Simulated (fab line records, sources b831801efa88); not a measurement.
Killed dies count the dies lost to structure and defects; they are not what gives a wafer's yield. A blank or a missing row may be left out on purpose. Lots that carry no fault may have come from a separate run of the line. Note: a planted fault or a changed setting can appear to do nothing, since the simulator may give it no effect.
The same fault as seen by 2 desks	flow sky130	each desk has only its own numbers; what lay behind them comes last

FROM THE METROLOGY DESK
What the gauges read, lot by lot, whatever tool the lot ran on: means of the sampled wafers that have a number. A lot is out of limits, marked OUT, if its mean lies more than 4 standard deviations from the usual mean; the brackets give that distance.
Columns: A = VT_ADJUST_LVTN_01_OVL at SKY_VT_ADJUST_LVTN_OVL_MEAS_18, usual 2.1 nm; B = VT_ADJUST_PCH_TW at SKY_VT_ADJUST_PCH_TW_MEAS_10, usual 142.9; C = GATE_OXIDE_TW at SKY_GATE_OXIDE_TW_MEAS_14, usual 224.4
lot	first seen here	A	B	C
L792	day 7 19:26	4.2	143.8	223.7
L794	day 8 07:31	1.9	144.6	224.9
L795	day 8 09:49	1.3	141.6	224.5
L796	day 8 22:37	1.6	144.4	222.0
L797	day 9 04:46	4.7	142.5	225.0
L798	day 9 12:01	3.4	142.8	225.0
L799	day 9 16:49	3.0	142.6	225.3
L802	day 10 11:43	2.4	142.5	224.4
L806	day 11 14:01	2.6	142.9	223.4
L807	day 11 22:22	1.1	141.3	233.0 (+7.1) OUT
L808	day 12 03:43	0.6	141.0	230.1 (+4.7) OUT
L809	day 12 10:10	3.2	142.7	231.6 (+6.0) OUT
L815	day 14 03:46	3.2	142.8	222.8
Finding of this desk: L807, L808, L809 out of limits, first seen on L807 at day 18 22:51 (GATE_OXIDE_TW at SKY_GATE_OXIDE_TW_MEAS_14). Within limits: L792, L794, L795, L796, L797, L798, L799, L802, L806, L815.

DESK OF THE TOOL OWNER: implanter-01
For each lot that ran on this tool, the mean over its sampled wafers that have a number, from the tool's own readings at SKY_GATE_OXIDE_IMPLANT_11. A lot is out of limits, marked OUT, if its mean lies more than 4 standard deviations from the usual mean; the brackets give that distance.
Columns: A = beam-energy-keV at SKY_GATE_OXIDE_IMPLANT_11, usual 10.000
lot	first seen here	A
L792	day 13 21:00	9.999
L802	day 17 00:45	10.001
L806	day 18 12:07	9.998
L807	day 18 22:29	11.641 (+99 or more) OUT
L808	day 19 07:14	11.636 (+99 or more) OUT
L809	day 19 17:38	11.642 (+99 or more) OUT
This desk's finding: out of limits on L807, L808, L809; first on L807, day 18 22:29 (beam-energy-keV at SKY_GATE_OXIDE_IMPLANT_11). Within limits: L792, L802, L806.

BROUGHT TOGETHER
At day 18 22:29, on L807, L808, L809, the tool owner's desk was in a position to raise an alarm.
At day 18 22:51 the metrology desk could have sounded an alarm, on L807, L808, L809.
The lots listed all ran SKY_GATE_OXIDE_IMPLANT_11 on implanter-01.

WHAT THE SIMULATOR HAD INSERTED
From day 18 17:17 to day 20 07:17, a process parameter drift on implanter-01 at SKY_GATE_OXIDE_IMPLANT_11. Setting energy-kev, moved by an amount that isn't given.
Struck lots among those shown: L807, L808, L809.
Fault start to first reading out of limits, in hours, per desk: tool owner, 5; metrology, 6.
